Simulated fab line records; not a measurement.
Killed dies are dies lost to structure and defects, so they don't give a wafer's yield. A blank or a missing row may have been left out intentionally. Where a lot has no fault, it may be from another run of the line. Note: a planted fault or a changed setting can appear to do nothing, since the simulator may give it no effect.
Chamber matching -- flow sky130 -- 4 sister chambers for SKY_VIA3_ETCH_14 on rie diel-03
The step etches BARC in N2/H2, stops on SiO2, time 45.9 s, target depth 60 nm. 14 wafers are shown with their chamber, then 7 later ones without.

## WAFERS PAIRED WITH THEIR CHAMBERS
wafer,chamber,drypump motor current A (A),chamber pressure mTorr (mTorr),oes product au (a.u.)
L074.1,1,5.5,30.000,0.857
L074.2,2,4.7,30.028,0.853
L074.3,0,4.8,29.998,0.868
L079.1,0,4.8,30.029,0.854
L079.4,3,6.0,29.967,0.850
L079.5,2,4.7,29.987,0.858
L082.2,0,4.8,30.016,0.854
L082.3,3,6.1,29.982,0.857
L082.4,1,5.4,30.025,0.854
L086.2,0,4.8,29.975,0.854
L086.4,3,6.1,29.994,0.855
L086.5,2,4.8,30.046,0.852
L089.1,0,4.8,30.058,0.866
L089.2,1,5.5,30.030,0.859

SIGNATURES, as means of the wafers listed above
reading,chamber 0,chamber 1,chamber 2,chamber 3,scatter within a chamber
drypump motor current A,4.800,5.467,4.733,6.067,0.0447
chamber pressure mTorr,30.01520,30.01833,30.02033,29.98100,0.0258
oes product au,0.85920,0.85667,0.85433,0.85400,0.00514
Rule: a wafer lies at a distance from a chamber equal to the root of the sum of squares, over the readings, of (its reading less the chamber's mean, divided by the reading's scatter). The wafer belongs to the nearest chamber; if the next one is less than 2 further off, it can't be placed. The scatter: the root of (the sum of the squares of (reading less its chamber's mean) over the shown wafers, divided by (wafers less chambers)).

## WAFERS WITHOUT THEIR CHAMBER
wafer,drypump motor current A (A),chamber pressure mTorr (mTorr),oes product au (a.u.)
L089.5,5.4,29.960,0.854
L090.1,6.1,30.038,0.857
L090.5,5.4,29.944,0.862
L090.6,4.8,29.989,0.856
L095.2,5.5,30.006,0.856
L095.3,4.8,29.986,0.862
L095.4,4.8,30.019,0.855

## WHICH CHAMBER EACH WENT THROUGH
wafer,from the rows above,in truth
L089.5,1,1
L090.1,3,3
L090.5,1,1
L090.6,can't be placed: 0 or 2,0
L095.2,1,1
L095.3,can't be placed: 0 or 2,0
L095.4,can't be placed: 0 or 2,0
Correct placement for 4 of the 7. These rows do not allow placing 3 (true chamber among the candidates in 3). 0 placed wrongly.
